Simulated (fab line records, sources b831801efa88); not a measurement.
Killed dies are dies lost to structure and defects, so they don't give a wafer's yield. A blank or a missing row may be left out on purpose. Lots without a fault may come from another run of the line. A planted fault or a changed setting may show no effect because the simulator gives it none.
Which tool did it? | flow sky130 | 7 lots, 21 wafers sampled, at 2 steps of a route of 708

WHAT THE GAUGES READ, wafer by wafer
SKY_POLY_CUT_CD_MEAS_08: target cd 270 nm.
lot  | measured     | on        | cd_nm (nm)
L314 | day 24 21:46 | cd_sem-02 | 269.5 271.1 269.6
L316 | day 25 04:23 | cd_sem-01 | 268.8 268.4 269.5
L319 | day 26 06:50 | cd_sem-02 | 269.9 270.0 269.5
L321 | day 27 01:12 | cd_sem-01 | 270.3 269.5 270.3
L330 | day 30 14:48 | cd_sem-01 | 268.1 268.4 267.0
L334 | day 32 03:17 | cd_sem-02 | 268.4 269.1 268.6
L335 | day 32 15:01 | cd_sem-02 | 269.1 269.8 269.4

WHICH TOOL RAN EACH LOT (tool, then ch and the chambers of the sampled wafers, then the start)
lot  | SKY_LDD_LDN_STRIP_12
L314 | plasma_asher-01 ch 0,1, day 23 07:37
L316 | plasma_asher-03 ch 0,1, day 23 20:42
L319 | plasma_asher-03 ch 0,1, day 24 23:26
L321 | plasma_asher-03 ch 0,1, day 25 22:44
L330 | plasma_asher-04 ch 0,1, day 29 08:05
L334 | plasma_asher-01 ch 0,1, day 30 23:15
L335 | plasma_asher-01 ch 0,1, day 31 10:26
- SKY_LDD_LDN_STRIP_12: strips in O2/N2.

THE ANSWER, worked out from the rows above alone
Rule: what is usual is taken from the lots themselves. Put in order of their means at a reading, lots are off if they are a third of the lots or fewer, leave a main group of 4 or more, and stand apart from it by a gap of 3 or more times the standard deviation of the main group's means; of several such gaps the widest counts. A main group whose means are all the same, to the digits that the tables above print for the reading, isn't used. A lot without any number at a reading at which 4 lots or more have one is off too. The other lots that the step has rows for count as sound.
No lot is off at any reading shown: from this, nothing can be told.

WHAT THE SIMULATOR HAD PUT IN
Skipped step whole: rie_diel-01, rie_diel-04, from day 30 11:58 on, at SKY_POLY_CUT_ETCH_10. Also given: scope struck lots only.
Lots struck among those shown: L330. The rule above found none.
